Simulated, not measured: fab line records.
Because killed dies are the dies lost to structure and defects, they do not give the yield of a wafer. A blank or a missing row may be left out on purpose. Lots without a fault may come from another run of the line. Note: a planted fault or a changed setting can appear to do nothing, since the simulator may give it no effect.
A sampling plan put to the test | flow sky130 | one line in one fab, 21 faults in these records, each fault weighed on the records of the lots it struck
Plan = the line's own looks (route steps where a gauge or an inspection reads the wafer without altering it). A look is open to judgement when struck wafers have a number at it and the file gives its usual mean and standard deviation on fault-free wafers. Caught: a look later than the fault's first step finds the struck wafers' mean 4 or more of those standard deviations (sigma) from the usual mean. On the tool: here the same test is run on the tool's own readings at the fault's steps. A different recipe on the struck wafers counts as caught too, as does a record blank only for those wafers.

## THE FAULTS, as the simulator had put them in
1. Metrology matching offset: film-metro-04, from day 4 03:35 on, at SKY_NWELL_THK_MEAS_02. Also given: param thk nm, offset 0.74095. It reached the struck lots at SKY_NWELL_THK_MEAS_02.
2. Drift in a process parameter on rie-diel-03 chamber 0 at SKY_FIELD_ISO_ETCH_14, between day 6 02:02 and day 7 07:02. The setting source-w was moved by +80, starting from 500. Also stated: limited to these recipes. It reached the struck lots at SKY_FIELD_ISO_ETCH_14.
3. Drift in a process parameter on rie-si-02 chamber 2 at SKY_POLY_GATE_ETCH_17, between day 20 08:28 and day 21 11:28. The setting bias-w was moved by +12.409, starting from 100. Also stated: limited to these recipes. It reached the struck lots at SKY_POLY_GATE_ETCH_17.
4. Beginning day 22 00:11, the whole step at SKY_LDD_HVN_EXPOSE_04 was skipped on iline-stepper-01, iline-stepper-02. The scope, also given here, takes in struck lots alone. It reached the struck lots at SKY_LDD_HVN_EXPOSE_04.
5. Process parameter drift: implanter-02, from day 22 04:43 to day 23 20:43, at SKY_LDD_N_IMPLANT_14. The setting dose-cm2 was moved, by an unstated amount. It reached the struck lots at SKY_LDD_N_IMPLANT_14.
6. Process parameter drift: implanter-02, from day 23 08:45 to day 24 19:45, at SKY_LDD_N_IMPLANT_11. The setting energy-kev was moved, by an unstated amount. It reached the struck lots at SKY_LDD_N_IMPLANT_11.
7. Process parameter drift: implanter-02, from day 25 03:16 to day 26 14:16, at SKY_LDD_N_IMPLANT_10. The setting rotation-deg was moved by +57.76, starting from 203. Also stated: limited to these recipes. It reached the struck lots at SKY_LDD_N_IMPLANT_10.
8. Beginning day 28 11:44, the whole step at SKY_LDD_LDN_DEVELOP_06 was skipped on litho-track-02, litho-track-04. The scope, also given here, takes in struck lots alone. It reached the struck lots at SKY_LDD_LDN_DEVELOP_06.
9. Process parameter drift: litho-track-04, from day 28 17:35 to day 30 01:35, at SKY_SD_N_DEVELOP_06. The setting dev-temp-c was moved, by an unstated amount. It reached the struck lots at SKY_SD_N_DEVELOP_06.
10. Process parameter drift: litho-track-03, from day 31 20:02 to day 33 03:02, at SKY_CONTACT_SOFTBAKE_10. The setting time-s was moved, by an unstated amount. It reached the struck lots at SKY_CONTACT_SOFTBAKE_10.
11. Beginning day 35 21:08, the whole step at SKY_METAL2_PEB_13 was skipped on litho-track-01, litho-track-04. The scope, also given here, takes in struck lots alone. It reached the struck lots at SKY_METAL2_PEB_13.
12. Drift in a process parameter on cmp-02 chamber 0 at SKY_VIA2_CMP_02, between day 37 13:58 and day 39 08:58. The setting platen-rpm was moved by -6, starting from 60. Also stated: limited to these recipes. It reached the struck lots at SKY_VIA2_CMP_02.
13. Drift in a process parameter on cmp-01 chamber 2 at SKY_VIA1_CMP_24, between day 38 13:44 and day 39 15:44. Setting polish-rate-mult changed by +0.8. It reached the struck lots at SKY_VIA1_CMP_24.
14. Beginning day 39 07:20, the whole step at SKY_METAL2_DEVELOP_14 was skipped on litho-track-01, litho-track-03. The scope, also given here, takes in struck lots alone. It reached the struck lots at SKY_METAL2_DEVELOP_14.
15. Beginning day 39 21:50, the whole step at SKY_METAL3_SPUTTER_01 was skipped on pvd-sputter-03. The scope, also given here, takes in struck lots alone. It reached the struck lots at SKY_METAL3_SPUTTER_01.
16. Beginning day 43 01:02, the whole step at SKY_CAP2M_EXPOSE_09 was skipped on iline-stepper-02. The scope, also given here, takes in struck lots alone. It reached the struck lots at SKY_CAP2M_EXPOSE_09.
17. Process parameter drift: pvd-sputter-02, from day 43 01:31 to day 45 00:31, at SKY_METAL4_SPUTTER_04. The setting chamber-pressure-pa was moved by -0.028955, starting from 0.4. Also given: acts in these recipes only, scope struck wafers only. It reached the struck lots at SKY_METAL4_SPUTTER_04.
18. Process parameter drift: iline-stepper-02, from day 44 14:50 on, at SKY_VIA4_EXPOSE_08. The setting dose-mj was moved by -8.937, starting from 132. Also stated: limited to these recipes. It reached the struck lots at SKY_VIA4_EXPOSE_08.
19. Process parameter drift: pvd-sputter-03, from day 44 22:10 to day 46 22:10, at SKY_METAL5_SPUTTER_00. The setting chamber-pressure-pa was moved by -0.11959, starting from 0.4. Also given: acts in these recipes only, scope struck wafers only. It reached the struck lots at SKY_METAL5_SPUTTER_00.
20. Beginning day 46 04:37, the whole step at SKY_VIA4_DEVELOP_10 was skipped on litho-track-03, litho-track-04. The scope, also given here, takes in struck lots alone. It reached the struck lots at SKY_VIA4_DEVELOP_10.
21. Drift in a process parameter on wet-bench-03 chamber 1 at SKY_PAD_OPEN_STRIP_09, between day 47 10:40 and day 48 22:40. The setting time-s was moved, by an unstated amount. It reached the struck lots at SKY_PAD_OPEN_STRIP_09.

## WHAT THE PLAN SAW
fault | on the tool itself                               | first look that catches it                      | reading, sigma | median hours from its first step to that look | hours from the fault's start to the first struck lot there | judged looks passed uncaught
1     | NWELL_OXIDATION_THK +4.1 sigma                   | not the one look that can be judged after it    | -              | -                                             | -                                                          | 1
2     | rf-fwd-power-W +35 sigma                         | none of the 3 looks that can be judged after it | -              | -                                             | -                                                          | 3
3     | bias-w +51 sigma                                 | not the one look that can be judged after it    | -              | -                                             | -                                                          | 1
4     | no reading that can be judged                    | no look after it can be judged                  | -              | -                                             | -                                                          | 0
5     | dose-ions-cm2 +99 or beyond sigma                | no look after it can be judged                  | -              | -                                             | -                                                          | 0
6     | beam-energy-keV -69 sigma                        | no look after it can be judged                  | -              | -                                             | -                                                          | 0
7     | rotation-deg +99 or beyond sigma                 | not the one look that can be judged after it    | -              | -                                             | -                                                          | 1
8     | the tool's record is blank for the struck wafers | not the one look that can be judged after it    | -              | -                                             | -                                                          | 1
9     | developer-temp-C +8.2 sigma                      | no look after it can be judged                  | -              | -                                             | -                                                          | 0
10    | run-length-s -99 or beyond sigma                 | no look after it can be judged                  | -              | -                                             | -                                                          | 0
11    | no reading that can be judged                    | no look after it can be judged                  | -              | -                                             | -                                                          | 0
12    | platen-rpm -99 or beyond sigma                   | no look after it can be judged                  | -              | -                                             | -                                                          | 0
13    | time-to-endpoint-s -6.9 sigma                    | no look after it can be judged                  | -              | -                                             | -                                                          | 0
14    | the tool's record is blank for the struck wafers | no look after it can be judged                  | -              | -                                             | -                                                          | 0
15    | the tool's record is blank for the struck wafers | no look after it can be judged                  | -              | -                                             | -                                                          | 0
16    | no reading that can be judged                    | no look after it can be judged                  | -              | -                                             | -                                                          | 0
17    | chamber-pressure-pa -36 sigma                    | no look after it can be judged                  | -              | -                                             | -                                                          | 0
18    | exposure-dose-mJ-cm2 -68 sigma                   | no look after it can be judged                  | -              | -                                             | -                                                          | 0
19    | chamber-pressure-pa -99 or beyond sigma          | no look after it can be judged                  | -              | -                                             | -                                                          | 0
20    | the tool's record is blank for the struck wafers | no look after it can be judged                  | -              | -                                             | -                                                          | 0
21    | run-length-s +44 sigma                           | no look after it can be judged                  | -              | -                                             | -                                                          | 0
A dash: the fault is not caught, or the number is missing from these records.

Caught at a look: 0 of 21. Caught on the tool: 18 of 21. By one or the other: 18 of 21.
On the tool alone, faults 1, 2, 3, 5, 6, 7, 8, 9, 10, 12, 13, 14, 15, 17, 18, 19, 20, 21 were caught.
Caught by neither: faults 4, 11, 16.
